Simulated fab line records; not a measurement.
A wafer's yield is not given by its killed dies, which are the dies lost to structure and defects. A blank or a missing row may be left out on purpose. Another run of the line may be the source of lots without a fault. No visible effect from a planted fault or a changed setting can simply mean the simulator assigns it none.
The same fault as seen by 2 desks + flow sky130 + each desk holds nothing but its own numbers, with what lay behind them at the end

== FROM THE METROLOGY DESK ==
Lot by lot, what the gauges showed, no matter which tool ran the lot: averages of those sampled wafers that carry a number. Marked OUT: a lot whose mean sits more than 4 standard deviations from the usual mean, which makes it out of limits; the brackets give that distance.
Columns: A = VIA2_OVL at SKY_VIA2_OVL_MEAS_13, usual 0 nm; B = cd_nm at SKY_METAL4_CD_MEAS_13, usual 299.9 nm
| lot  | first seen here | A  | B     |
|------|-----------------|----|-------|
| L754 | day 37 11:50    | 0  | 299.2 |
| L756 | day 38 00:05    | 1  | 300.4 |
| L757 | day 38 08:32    | 3  | 298.8 |
| L758 | day 38 10:27    | -4 | 299.4 |
| L759 | day 38 15:08    | -4 | 299.5 |
| L760 | day 39 03:33    | 7  | 300.2 |
| L770 | day 41 19:22    | -1 | 301.3 |
| L768 | day 41 22:44    | 0  | 300.5 |
| L769 | day 41 22:47    | 4  | 302.3 |
| L771 | day 42 01:33    | 0  | 298.6 |
| L772 | day 42 10:25    | -1 | 300.7 |
| L773 | day 42 11:28    | -0 | 299.4 |
| L774 | day 42 16:14    | 2  | 299.4 |
This desk's verdict: no lot among the 13 shows anything out of limits.

== FOR THE TOOL OWNER'S DESK: plasma_asher-01 ==
The tool's own readings at SKY_SONOS_ONO_STRIP_17 (strips in O2/N2): means of the sampled wafers that have a number, for each lot that ran on this tool. Marked OUT: a lot whose mean sits more than 4 standard deviations from the usual mean, which makes it out of limits; the brackets give that distance.
Columns: A = drypump_motor_current_A at SKY_SONOS_ONO_STRIP_17, usual 5.7 A; B = oes_product_au at SKY_SONOS_ONO_STRIP_17, usual 0.710 a.u.; C = strip_time_to_endpoint_s at SKY_SONOS_ONO_STRIP_17, usual 14.11 s
| lot  | first seen here | A   | B     | C     |
|------|-----------------|-----|-------|-------|
| L756 | day 14 04:20    | 6.0 | 0.709 | 14.05 |
| L757 | day 14 18:52    | 6.0 | 0.708 | 14.08 |
| L758 | day 14 19:49    | 6.0 | 0.711 | 14.16 |
| L759 | day 15 00:31    | 6.0 | 0.710 | 14.19 |
| L760 | day 15 17:01    | 6.0 | 0.706 | 14.14 |
| L768 | day 18 12:18    | 6.0 | 0.711 | 14.12 |
| L769 | day 18 12:40    | 5.9 | 0.706 | 14.13 |
| L770 | day 18 13:46    | 5.8 | 0.708 | 14.06 |
| L773 | day 19 21:49    | 6.0 | 0.704 | 14.02 |
| L774 | day 20 05:08    | 6.2 | 0.716 | 14.07 |
This desk's verdict: no lot among the 10 shows anything out of limits.

== ALL TOGETHER ==
From the metrology desk's view, nothing was out of limits.
Nothing out of limits was seen by the tool owner's desk.

== WHAT THE SIMULATOR HAD INSERTED ==
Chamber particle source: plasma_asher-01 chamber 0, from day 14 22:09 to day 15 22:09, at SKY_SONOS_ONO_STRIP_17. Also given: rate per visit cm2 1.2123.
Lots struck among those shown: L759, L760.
